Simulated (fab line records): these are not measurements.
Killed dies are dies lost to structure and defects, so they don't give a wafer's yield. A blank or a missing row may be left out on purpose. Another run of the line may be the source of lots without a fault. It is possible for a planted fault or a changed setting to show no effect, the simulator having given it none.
fab line records	flow sky130
record lots=7	wafers=19	last-day=50
route steps=708 shown FIELD_ISO@13 PAD_OPEN@708
lots that met no fault: from a run of the same line without faults
start-h: start of the lot's first displayed wafer, in hours after the record's first day	wait-h: time in hours since the lot's previous step	" identical to the entry in the row above	L1.1+2: a single row standing in for several wafers	- either no value or no given start	* or withheld: withheld	< > ~ a bound
route shown NAME@n: names a module that has steps shown in the file, with the first one's number in the route	usual: the fault-free wafers' mean and standard deviation	same: alike in all rows	chamber/n: place in a boat	sites: per-site readings	_std_site: the values' standard deviation	_edge_site: outer sites' mean less inner sites'	radius-mm: how far each site lies from the wafer's centre	mask NAME#n: copy n	behind: the tool/chamber that last shaped the wafer	hold: cause of the lot's hold/its duration in hours/its outcome	device: the transistor (n, p or np) that didn't switch	end of line: tests of these same wafers at the route's end	a step with no rows: only its recipe	killed: at the first sort, the dies lost to defects and structure; wafer yield is something else	map: per-die view of a wafer (x killed, . not killed, _ where there is no die)
set.NAME: the run value of the setting; set.NAME@STEP: its run value at that earlier step	model.NAME: the simulator's own value behind a step, which no gauge read
certain route steps with their lots: each step a table, each wafer a row
services: from which hour (start-h, from the record's first day; less than 0 if before it) a tool's chamber was out of use, for how many hours, and why
## steps
# step SKY_FIELD_ISO_DEVELOP_12
# recipe develop-time-s=60	resist=KrF-thick	dev-temp-c=21
# step SKY_FIELD_ISO_CD_MEAS_13
# recipe target-cd-nm=150
# usual cd-nm=149.5/1.3
lot.wafer	tool	chamber	start-h	wait-h	cd-nm
L617.1	cd-sem-02	-	37.38	-	148.9
L617.2	"	-	"	"	148.3
L617.3	"	-	"	"	149.1
L619.1	cd-sem-02	-	44.93	-	149.9
L619.3	"	-	"	"	150.7
L619.5	"	-	"	"	149.8
L628.1	cd-sem-02	-	94.84	-	149.9
L628.3	"	-	"	"	150.0
L628.6	"	-	"	"	149.9
L632.1	cd-sem-01	-	116.49	-	149.8
L632.4	"	-	"	"	148.8
L632.5	"	-	"	"	148.5
L631.3	cd-sem-01	-	116.82	-	149.0
L631.4	"	-	"	"	150.1
L635.2	cd-sem-01	-	132.59	-	150.0
L635.4	"	-	"	"	149.9
L638.1	cd-sem-01	-	150.04	-	149.8
L638.3	"	-	"	"	148.7
L638.5	"	-	"	"	149.6
# step SKY_FIELD_ISO_ETCH_14
# recipe chemistry=N2/H2	target=BARC	ion-energy-ev=200	source-w=500	bias-w=100	pressure-mtorr=30	n2-flow-sccm=100	h2-flow-sccm=200	stop-on=SiO2	time-s=45.9	target-depth-a=600
# usual drypump-motor-current-A=5.8/0.3	oes-product-au=0.855/0.0049	throttle-valve-pct=13.226/0.0092
lot.wafer	tool	chamber	start-h	wait-h	drypump-motor-current-A	oes-product-au	rf-hours-counter-h	throttle-valve-pct
L617.1	rie-diel-01	3	37.50	0.1	5.8	0.852	137	13.223
L617.2	"	0	"	"	5.7	0.855	7	13.231
L617.3	"	2	"	"	5.9	0.857	5	13.227
L619.1	rie-diel-03	1	45.05	0.1	5.8	0.851	34	13.219
L619.3	"	2	"	"	6.3	0.844	157	13.221
L619.5	"	2	"	"	6.3	0.843	-	13.221
L628.1	rie-diel-01	3	94.96	0.1	5.8	0.856	138	13.222
L628.3	"	1	"	"	5.4	0.852	2	13.222
L628.6	"	0	"	"	5.7	0.865	-	13.225
L632.1	rie-diel-01	0	116.61	0.1	5.7	0.856	9	13.218
L632.4	"	3	"	"	5.8	0.859	138	13.252
L632.5	"	2	"	"	5.8	0.856	-	13.236
L631.3	rie-diel-02	1	116.90	0.1	5.7	0.851	20	13.228
L631.4	"	0	"	"	5.5	0.846	50	13.230
L635.2	rie-diel-03	0	132.69	0.1	5.2	0.856	81	13.221
L635.4	"	3	"	"	6.2	0.864	7	13.234
L638.1	rie-diel-03	1	150.16	0.1	5.8	0.854	36	13.219
L638.3	"	3	"	"	6.2	0.857	8	13.216
L638.5	"	3	"	"	6.2	0.855	-	13.237
# step SKY_FIELD_ISO_ETCH_15
# recipe chemistry=CHF3/O2	target-depth-nm=180	stop-on=Si	source-w=600	bias-w=200	pressure-mtorr=40	chf3-flow-sccm=50	O2_flow_sccm=5	time-s=72
# usual drypump-motor-current-A=5.8/0.3	oes-product-au=0.948/0.0067	throttle-valve-pct=8.845/0.0091
lot.wafer	tool	chamber	start-h	wait-h	drypump-motor-current-A	oes-product-au	rf-hours-counter-h	throttle-valve-pct
L617.1	rie-diel-01	3	37.55	0.0	5.8	0.959	137	8.855
L617.2	"	0	"	"	5.7	0.955	7	8.849
L617.3	"	2	"	"	5.8	0.942	5	8.853
L619.1	rie-diel-03	1	45.09	0.0	5.8	0.938	34	8.847
L619.3	"	2	"	"	6.3	0.943	157	8.828
L619.5	"	2	"	"	6.2	0.943	-	8.830
L628.1	rie-diel-01	3	95.00	0.0	5.8	0.945	138	8.839
L628.3	"	1	"	"	5.4	0.942	2	8.844
L628.6	"	0	"	"	5.7	0.944	-	8.840
L632.1	rie-diel-01	0	116.65	0.0	5.7	0.948	9	8.852
L632.4	"	3	"	"	5.8	0.942	138	8.840
L632.5	"	2	"	"	5.8	0.943	-	8.856
L631.3	rie-diel-02	1	116.94	0.0	5.7	0.944	20	8.848
L631.4	"	0	"	"	5.5	0.951	50	8.844
L635.2	rie-diel-03	0	132.73	0.0	5.2	0.949	81	8.847
L635.4	"	3	"	"	6.2	0.953	7	8.847
L638.1	rie-diel-03	1	150.20	0.0	5.7	0.948	36	8.841
L638.3	"	3	"	"	6.2	0.953	8	8.846
L638.5	"	3	"	"	6.2	0.952	-	8.834
# step SKY_FIELD_ISO_STRIP_16
# recipe chemistry=O2/N2	power-w=1400	pressure-mtorr=1500	platen-temp-c=withheld	o2-flow-sccm=3000	n2-flow-sccm=300	overash-fraction=0.5
# usual drypump-motor-current-A=5.58/0.25	oes-product-au=0.378/0.0051	strip-time-to-endpoint-s=3.557/0.029
lot.wafer	tool	chamber	start-h	wait-h	drypump-motor-current-A	oes-product-au	rf-hours-counter-h	strip-time-to-endpoint-s
L617.1	plasma-asher-04	1	37.60	0.0	5.87	0.372	36	3.539
L617.2	"	0	"	"	5.70	0.388	36	3.557
L617.3	"	0	"	"	5.70	0.378	-	3.523
L619.1	plasma-asher-03	1	45.15	0.0	5.24	0.382	25	3.534
L619.3	"	1	"	"	5.18	0.375	-	3.554
L619.5	"	1	"	"	5.23	0.376	-	3.576
L628.1	plasma-asher-01	0	95.06	0.0	5.34	0.374	41	3.572
L628.3	"	1	"	"	5.84	0.371	-	3.602
L628.6	"	1	"	"	5.81	0.371	-	3.598
L632.1	plasma-asher-01	1	116.81	0.1	5.87	0.365	43	3.544
L632.4	"	0	"	"	5.34	0.381	-	3.538
L632.5	"	1	"	"	5.84	0.378	-	3.516
L631.3	plasma-asher-01	1	117.03	0.1	5.82	0.374	-	3.593
L631.4	"	0	"	"	5.34	0.376	-	3.611
L635.2	plasma-asher-01	0	132.79	0.0	5.33	0.375	45	3.579
L635.4	"	1	"	"	5.81	0.389	-	3.556
L638.1	plasma-asher-04	1	150.26	0.0	5.84	0.374	3	3.572
L638.3	"	0	"	"	5.70	0.370	-	3.561
L638.5	"	1	"	"	5.85	0.380	-	3.569
# step SKY_FIELD_ISO_ETCH_17
# recipe target-depth-a=3420	mask-material=Si3N4	chemistry=HBr/Cl2/O2	target=Si	taper-deg=5	icp-w=600	bias-w=150	pressure-mtorr=15	HBr_flow_sccm=150	Cl2_flow_sccm=40	O2_flow_sccm=6	time-s=97.7
# usual drypump-motor-current-A=6.0/0.51	he-backside-leak-sccm=2.86/0.26	mfc-cl2-sccm=39.99/0.12	oes-product-au=1.007/0.0099	throttle-valve-pct=25.651/0.011
lot.wafer	tool	chamber	start-h	wait-h	drypump-motor-current-A	he-backside-leak-sccm	mfc-cl2-sccm	oes-product-au	rf-hours-counter-h	throttle-valve-pct
L617.1	rie-si-01	0	37.70	0.1	5.6	2.94	40.15	1.004	86	25.650
L617.2	"	2	"	"	6.8	3.11	39.98	0.988	2	25.659
L617.3	"	1	"	"	6.1	3.02	40.22	0.990	97	25.661
L619.1	rie-si-01	3	45.25	0.1	5.6	2.50	40.05	1.019	100	25.650
L619.3	"	2	"	"	6.8	2.95	39.76	1.004	2	25.678
L619.5	"	2	"	"	6.8	2.88	39.89	1.001	-	25.665
L628.1	rie-si-01	3	95.16	0.1	5.6	2.63	40.13	1.033	101	25.631
L628.3	"	0	"	"	5.6	2.99	39.97	1.013	86	25.660
L628.6	"	2	"	"	6.8	2.91	40.11	1.005	-	25.636
L632.1	rie-si-02	3	116.91	0.1	6.2	2.89	39.83	0.990	114	25.647
L632.4	"	2	"	"	6.3	2.53	40.10	1.002	2	25.666
L632.5	"	3	"	"	6.1	2.76	40.02	1.003	-	25.657
L631.3	rie-si-01	0	117.10	0.0	5.6	2.83	40.08	1.016	86	25.640
L631.4	"	3	"	"	5.6	2.62	40.18	1.029	-	25.644
L635.2	rie-si-02	0	132.89	0.1	5.1	3.05	39.80	1.017	135	25.637
L635.4	"	2	"	"	6.3	2.80	40.02	1.011	2	25.671
L638.1	rie-si-01	1	150.36	0.1	6.1	2.89	40.17	0.988	98	25.673
L638.3	"	2	"	"	6.8	2.91	39.97	0.997	2	25.648
L638.5	"	3	"	"	5.6	2.60	40.20	1.018	-	25.651
# step SKY_FIELD_ISO_WET_ETCH_18
# recipe chemistry=H3PO4	target-depth-nm=25	temp-c=160	target=Si3N4	time-s=286
# step SKY_FIELD_ISO_CLEAN_19
# recipe chemistry=SC1/SC2	mix=1:4:20	temp-c=70	time-s=150
# step SKY_FIELD_ISO_CLEAN_20
# recipe chemistry=dHF	time-s=20	dilution=100:1
# step SKY_FIELD_ISO_WET_ETCH_21
# recipe chemistry=dHF	dilution=100:1	target-depth-nm=20	dry=ipa-marangoni	target=SiO2	temp-c=25	time-s=400
# step SKY_FIELD_ISO_OXIDATION_22
# recipe temp-c=950	ambient=O2	stabilise-s=600	purge-s=300	target-thk-a=100	ox-time-s=623
# step SKY_FIELD_ISO_THK_MEAS_23
# recipe reads=SiO2_of_FIELD_ISO_OXIDATION_22
# usual FIELD_ISO_OXIDATION_01_THK=9.98/0.19
lot.wafer	tool	chamber	start-h	wait-h	FIELD_ISO_OXIDATION_01_THK[nm]
L617.1	film-metro-03	-	39.42	0.0	9.79
L617.2	"	-	"	"	9.87
L617.3	"	-	"	"	9.94
L619.1	film-metro-02	-	47.52	0.0	9.75
L619.3	"	-	"	"	9.71
L619.5	"	-	"	"	9.86
L628.1	film-metro-03	-	100.68	0.0	10.17
L628.3	"	-	"	"	9.97
L628.6	"	-	"	"	10.02
L632.1	film-metro-01	-	118.59	0.0	10.19
L632.4	"	-	"	"	9.95
L632.5	"	-	"	"	10.06
L631.3	film-metro-01	-	119.50	0.0	10.21
L631.4	"	-	"	"	9.97
L635.2	film-metro-02	-	134.49	0.0	10.03
L635.4	"	-	"	"	9.90
L638.1	film-metro-03	-	151.88	0.0	10.40
L638.3	"	-	"	"	10.24
L638.5	"	-	"	"	10.47
# step SKY_FIELD_ISO_CVD_24
# recipe material=SiO2	target-thk-nm=595	temp-c=650	sigma-open-frac=0.3	time-s=99.2	sih4-flow-sccm=60	pressure-mtorr=6
lot.wafer	tool	chamber	start-h	wait-h	model.SiO2_of_FIELD_ISO_CVD_24.thk-nm
L617.1	hdpcvd-02	1	39.48	0.1	583.5
L617.2	"	2	"	"	599.3
L617.3	"	0	"	"	581.4
L619.1	hdpcvd-01	2	47.58	0.1	594
L619.3	"	1	"	"	588.4
L619.5	"	2	"	"	590.8
L628.1	hdpcvd-01	1	100.74	0.1	589.3
L628.3	"	0	"	"	593.2
L628.6	"	1	"	"	587
L632.1	hdpcvd-01	0	118.65	0.1	595.4
L632.4	"	1	"	"	587.6
L632.5	"	0	"	"	595.7
L631.3	hdpcvd-02	0	119.54	0.0	639.5
L631.4	"	2	"	"	643.8
L635.2	hdpcvd-02	0	134.54	0.0	597.9
L635.4	"	0	"	"	636.8
L638.1	hdpcvd-02	1	151.94	0.1	585.6
L638.3	"	0	"	"	629.9
L638.5	"	1	"	"	582.2
# step SKY_FIELD_ISO_THK_MEAS_25
# recipe reads=SiO2_of_FIELD_ISO_CVD_24
# usual FIELD_ISO_CVD_24_THK=593/7.1
lot.wafer	tool	chamber	start-h	wait-h	FIELD_ISO_CVD_24_THK[nm]
L617.1	film-metro-01	-	39.55	0.0	584
L617.2	"	-	"	"	599
L617.3	"	-	"	"	582
L619.1	film-metro-01	-	47.65	0.0	594
L619.3	"	-	"	"	588
L619.5	"	-	"	"	591
L628.1	film-metro-01	-	100.81	0.0	589
L628.3	"	-	"	"	593
L628.6	"	-	"	"	587
L632.1	film-metro-03	-	118.72	0.0	595
L632.4	"	-	"	"	587
L632.5	"	-	"	"	596
L631.3	film-metro-03	-	119.63	0.1	639
L631.4	"	-	"	"	644
L635.2	film-metro-03	-	134.62	0.0	598
L635.4	"	-	"	"	636
L638.1	film-metro-02	-	152.01	0.0	585
L638.3	"	-	"	"	630
L638.5	"	-	"	"	582
# step SKY_FIELD_ISO_ANNEAL_26
# recipe temp-c=1000	time-s=1800	ambient=N2
# step SKY_PAD_OPEN_PROBE_99
# usual killed_at_M0_to_M3=44/6.9	killed_at_M4_up=3.3/2.1	killed-at-contacts=24/4.8	killed-at-front-end=15/4.4	killed-at-other=0.2/0.48	killed-dies=87/9.5	killed-open=48/6.5	killed-short=39/6.3
# same gross-dies=492	killed-at-back-side=0
lot.wafer	tool	chamber	start-h	wait-h	killed_at_M0_to_M3	killed_at_M4_up	killed-at-contacts	killed-at-front-end	killed-at-other	killed-dies	killed-open	killed-short
L617.1	prober-01	-	1086.03	0.1	39	0	22	20	1	82	41	41
L617.2	prober-01	-	1086.08	0.1	35	3	19	20	0	77	49	28
L617.3	prober-01	-	1086.13	0.2	47	2	22	18	0	89	49	40
# killed by level:class
L617.1 CONTACT:geometric-particle:open=8 VIA1:geometric-particle:open=8 CONTACT:geometric-particle:short=7 POLY_GATE:geometric-particle:short=6 FIELD_ISO:geometric-particle:open=5 POLY_GATE:geometric-particle:open=5 LOCAL_INTERCONNECT:geometric-particle:short=5 VIA1:geometric-particle:short=5
L617.2 CONTACT:geometric-particle:open=9 VIA1:geometric-particle:open=8 FIELD_ISO:geometric-particle:open=7 POLY_GATE:geometric-particle:open=6 VIA3:geometric-particle:open=6 CONTACT:geometric-particle:short=5 VIA2:geometric-particle:open=5 POLY_GATE:geometric-particle:short=4
L617.3 VIA3:geometric-particle:open=8 VIA2:geometric-particle:open=8 LI_CONTACT:geometric-particle:open=8 VIA1:geometric-particle:short=7 FIELD_ISO:geometric-particle:open=6 CONTACT:geometric-particle:open=6 CONTACT:geometric-particle:short=6 VIA1:geometric-particle:open=6
## services
tool	chamber	start-h	hours	kind
rie-si-02	3	31.37	9.7	repair
hdpcvd-01	-	45.85	1.5	repair
rie-si-01	-	62.72	6.5	repair
hdpcvd-01	-	66.75	15.0	pm
hdpcvd-01	0	66.75	15.0	vent-cycle
hdpcvd-01	1	66.75	15.0	vent-cycle
hdpcvd-01	2	66.75	15.0	vent-cycle
rie-si-02	-	69.39	1.8	repair
hdpcvd-02	1	75.23	10.1	repair
plasma-asher-04	-	75.52	1.9	repair
rie-si-02	-	84.94	0.3	repair
hdpcvd-02	-	97.88	5.5	pm
plasma-asher-04	-	108.75	9.0	pm
hdpcvd-01	-	111.10	6.0	pm
rie-si-01	1	113.63	8.3	repair
plasma-asher-03	-	116.08	3.6	repair
rie-si-01	-	117.60	10.7	repair
rie-si-02	1	123.06	5.8	repair
plasma-asher-03	-	135.07	4.3	repair
rie-diel-03	2	138.54	-	clean
rie-diel-03	2	138.54	20.8	scheduled-down
rie-diel-03	2	138.54	20.8	vent-cycle
hdpcvd-01	-	140.97	0.6	repair
rie-si-02	1	149.41	2.5	repair
## key
first-sign step=SKY_FIELD_ISO_THK_MEAS_25	reading=FIELD_ISO_CVD_24_THK	direction=up	sigmas=6.3	usual=593	struck=637
effect none on later readings
model-effect step=SKY_FIELD_ISO_CVD_24	value=SiO2_of_FIELD_ISO_CVD_24.thk-nm	without=596.7	struck=637.5
met-at SKY_FIELD_ISO_CVD_24
struck-wafers L631.3,L631.4,L635.4,L638.3
tester-left-out L631,L635,L638
onset-between 39.48 119.54
fault kind=process-parameter-drift	tool=hdpcvd-02	chamber=-	onset-h=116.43	steps=SKY_FIELD_ISO_CVD_24	channel=target-thk-nm	offset=40.832	shape=step	end-h=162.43	scope=struck-wafers-only	acts-in=these-recipes-only	stated=595
# tester-left-out: of these lots the tester's yield and bins aren't shown, on N5 and GAA mostly nor the transistor test; their killed dies are dies lost to structure and defects alone, not to doping, threshold or leakage, so they don't give the yield
